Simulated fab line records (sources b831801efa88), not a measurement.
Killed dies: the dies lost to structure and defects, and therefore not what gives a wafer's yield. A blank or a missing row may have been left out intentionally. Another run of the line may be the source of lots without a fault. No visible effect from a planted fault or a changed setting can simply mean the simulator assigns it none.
What tool caused it? + flow sky130 + Sampling: 10 lots, 30 wafers, 6 of 708 route steps

WHAT THE GAUGES SHOWED, per wafer
SKY_LOCAL_INTERCONNECT_RS_MEAS_01: uses a four-point probe to measure. Usual: LOCAL_INTERCONNECT_TIN_RS typically reads 14.08 ohm/sq, with standard deviation 0.15.
| lot  | measured     | on            | LOCAL_INTERCONNECT_TIN_RS (ohm/sq) | flag |
|------|--------------|---------------|------------------------------------|------|
| L831 | day 29 13:35 | film metro-01 | 14.13 14.18 13.96                  |      |
| L832 | day 29 19:49 | film metro-04 | 14.14 14.19 14.38                  |      |
| L835 | day 31 02:06 | film metro-01 | 13.84 13.92 14.01                  |      |
| L836 | day 31 08:44 | film metro-04 | 13.93 14.12 13.87                  |      |
| L839 | day 32 18:23 | film metro-02 | 13.79 13.76 14.04                  |      |
| L840 | day 32 18:43 | film metro-04 | 13.90 14.11 14.11                  |      |
| L847 | day 35 04:46 | film metro-02 | 14.21 14.05 14.26                  |      |
| L849 | day 35 10:43 | film metro-04 | 14.13 14.28 14.07                  |      |
| L850 | day 35 18:04 | film metro-01 | 13.79 13.94 14.09                  |      |
| L854 | day 36 18:39 | film metro-04 | 14.11 14.12 14.02                  |      |

SKY_METAL1_RS_MEAS_05: uses a four-point probe to measure. Usual: METAL1_ALCU_RS typically reads 0.1268 ohm/sq, with standard deviation 0.0013.
| lot  | measured     | on            | METAL1_ALCU_RS (ohm/sq) | flag |
|------|--------------|---------------|-------------------------|------|
| L831 | day 32 01:07 | film metro-04 | 0.1277 0.1289 0.1283    |      |
| L832 | day 32 06:32 | film metro-03 | 0.1257 0.1260 0.1257    |      |
| L835 | day 33 20:10 | film metro-02 | 0.1265 0.1272 0.1252    |      |
| L836 | day 33 18:53 | film metro-02 | 0.1257 0.1245 0.1275    |      |
| L839 | day 35 03:08 | film metro-03 | 0.1289 0.1264 0.1277    |      |
| L840 | day 35 03:48 | film metro-03 | 0.1281 0.1269 0.1271    |      |
| L847 | day 37 12:58 | film metro-02 | 0.1253 0.1263 0.1260    |      |
| L849 | day 37 17:31 | film metro-03 | 0.2166 0.2177 0.2169    | OFF  |
| L850 | day 38 01:28 | film metro-04 | 0.1282 0.1267 0.1271    |      |
| L854 | day 39 03:46 | film metro-04 | 0.2215 0.2195 0.2218    | OFF  |

SKY_METAL1_THK_MEAS_06: measures by xrf. Usual: METAL1_ALCU_THK typically reads 252.8 nm, with standard deviation 2.5.
| lot  | measured     | on            | METAL1_ALCU_THK (nm) | flag |
|------|--------------|---------------|----------------------|------|
| L831 | day 32 01:14 | film metro-04 | 250.0 248.3 247.8    |      |
| L832 | day 32 06:37 | film metro-03 | 256.8 252.2 252.8    |      |
| L835 | day 33 20:16 | film metro-02 | 253.4 250.5 253.9    |      |
| L836 | day 33 18:59 | film metro-02 | 254.4 256.4 250.8    |      |
| L839 | day 35 03:16 | film metro-03 | 252.1 255.1 252.6    |      |
| L840 | day 35 03:55 | film metro-03 | 250.4 252.2 253.4    |      |
| L847 | day 37 13:05 | film metro-02 | 256.9 254.3 253.8    |      |
| L849 | day 37 17:37 | film metro-03 | 151.9 150.9 151.1    | OFF  |
| L850 | day 38 01:35 | film metro-04 | 251.4 255.1 255.0    |      |
| L854 | day 39 03:53 | film metro-04 | 149.5 150.4 148.6    | OFF  |

EACH LOT AND THE TOOL THAT RAN IT (in order: tool; ch and the chambers of the sampled wafers; start)
| lot  | SKY_LOCAL_INTERCONNECT_SPUTTER_00 | SKY_METAL1_SPUTTER_02        | SKY_METAL1_SPUTTER_04        |
|------|-----------------------------------|------------------------------|------------------------------|
| L831 | pvd sputter-02, day 29 13:31      | pvd sputter-03, day 32 01:01 | pvd sputter-03, day 32 01:04 |
| L832 | pvd sputter-04, day 29 19:40      | pvd sputter-01, day 32 06:22 | pvd sputter-01, day 32 06:25 |
| L835 | pvd sputter-04, day 31 02:01      | pvd sputter-03, day 33 20:03 | pvd sputter-03, day 33 20:05 |
| L836 | pvd sputter-03, day 31 08:37      | pvd sputter-03, day 33 18:44 | pvd sputter-03, day 33 18:47 |
| L839 | pvd sputter-02, day 32 18:19      | pvd sputter-04, day 35 03:03 | pvd sputter-04, day 35 03:05 |
| L840 | pvd sputter-04, day 32 18:38      | pvd sputter-01, day 35 03:41 | pvd sputter-01, day 35 03:44 |
| L847 | pvd sputter-03, day 35 04:41      | pvd sputter-01, day 37 12:52 | pvd sputter-01, day 37 12:54 |
| L849 | pvd sputter-03, day 35 10:38      | pvd sputter-01, day 37 17:23 | pvd sputter-01, day 37 17:26 |
| L850 | pvd sputter-02, day 35 18:00      | pvd sputter-04, day 38 01:22 | pvd sputter-04, day 38 01:25 |
| L854 | pvd sputter-02, day 36 18:34      | pvd sputter-01, day 39 03:40 | pvd sputter-01, day 39 03:42 |
- SKY_LOCAL_INTERCONNECT_SPUTTER_00: material TiN, target thk 100 nm, time 83.3 s.
- SKY_METAL1_SPUTTER_02: material AlCu, target thk 250 nm, time 13.3 s.
- SKY_METAL1_SPUTTER_04: material TiN, target thk 70 nm, time 58.3 s.

AS READ BY THE TOOLS THEMSELVES (means over the sampled wafers that have a number; for cases with no such wafer, the mark the record gives instead)
SKY_LOCAL_INTERCONNECT_SPUTTER_00. Usual: 29.7 % for throttle valve pct, sd 1.1.
| lot  | tool           | throttle valve pct (%) | flag |
|------|----------------|------------------------|------|
| L831 | pvd sputter-02 | 28.4                   |      |
| L832 | pvd sputter-04 | 29.3                   |      |
| L835 | pvd sputter-04 | 29.3                   |      |
| L836 | pvd sputter-03 | 29.6                   |      |
| L839 | pvd sputter-02 | 30.9                   |      |
| L840 | pvd sputter-04 | 29.2                   |      |
| L847 | pvd sputter-03 | 29.6                   |      |
| L849 | pvd sputter-03 | 30.0                   |      |
| L850 | pvd sputter-02 | 30.7                   |      |
| L854 | pvd sputter-02 | 30.1                   |      |

SKY_METAL1_SPUTTER_02. Usual: 29.5 % for throttle valve pct, sd 0.92.
| lot  | tool           | throttle valve pct (%) | flag |
|------|----------------|------------------------|------|
| L831 | pvd sputter-03 | 30.3                   |      |
| L832 | pvd sputter-01 | 29.0                   |      |
| L835 | pvd sputter-03 | 29.7                   |      |
| L836 | pvd sputter-03 | 30.5                   |      |
| L839 | pvd sputter-04 | 29.2                   |      |
| L840 | pvd sputter-01 | 29.1                   |      |
| L847 | pvd sputter-01 | 29.8                   |      |
| L849 | pvd sputter-01 | 29.6                   |      |
| L850 | pvd sputter-04 | 29.2                   |      |
| L854 | pvd sputter-01 | 29.5                   |      |

SKY_METAL1_SPUTTER_04. Usual: 29.5 % for throttle valve pct, sd 0.93.
| lot  | tool           | throttle valve pct (%) | flag |
|------|----------------|------------------------|------|
| L831 | pvd sputter-03 | 30.2                   |      |
| L832 | pvd sputter-01 | 29.1                   |      |
| L835 | pvd sputter-03 | 30.0                   |      |
| L836 | pvd sputter-03 | 30.4                   |      |
| L839 | pvd sputter-04 | 29.3                   |      |
| L840 | pvd sputter-01 | 29.4                   |      |
| L847 | pvd sputter-01 | 29.8                   |      |
| L849 | pvd sputter-01 | 29.5                   |      |
| L850 | pvd sputter-04 | 29.2                   |      |
| L854 | pvd sputter-01 | 29.4                   |      |

THE ANSWER, worked out from the rows above alone
Rule: a lot is off if the mean of its wafers that have a number lies more than 3 standard deviations from the usual mean. Also off: a lot with no number at a reading for which 4 or more lots have one. The other lots that the step has rows for count as sound. The gauges are gone through in route order, then the tools' own readings, and for those a lot's mean is taken as printed above. The first step at which some lot is off is used, and at that step the reading that is off furthest; a lot without a number counts as furthest.
Off: L849, L854, at SKY_METAL1_RS_MEAS_05 (METAL1_ALCU_RS).
A tool fits if, at a process step before that reading, it ran every lot that is off, and no sound lot after the first of them. Those tools and the gauges at SKY_METAL1_RS_MEAS_05 are tried in the same way. One fits: pvd sputter-01 at SKY_METAL1_SPUTTER_02 and SKY_METAL1_SPUTTER_04. At SKY_METAL1_SPUTTER_02 its last sound lot is L847 (day 37 12:52), its first lot that is off L849 (day 37 17:23): a fault that began between those two fits.

WHAT WAS PUT IN BY THE SIMULATOR
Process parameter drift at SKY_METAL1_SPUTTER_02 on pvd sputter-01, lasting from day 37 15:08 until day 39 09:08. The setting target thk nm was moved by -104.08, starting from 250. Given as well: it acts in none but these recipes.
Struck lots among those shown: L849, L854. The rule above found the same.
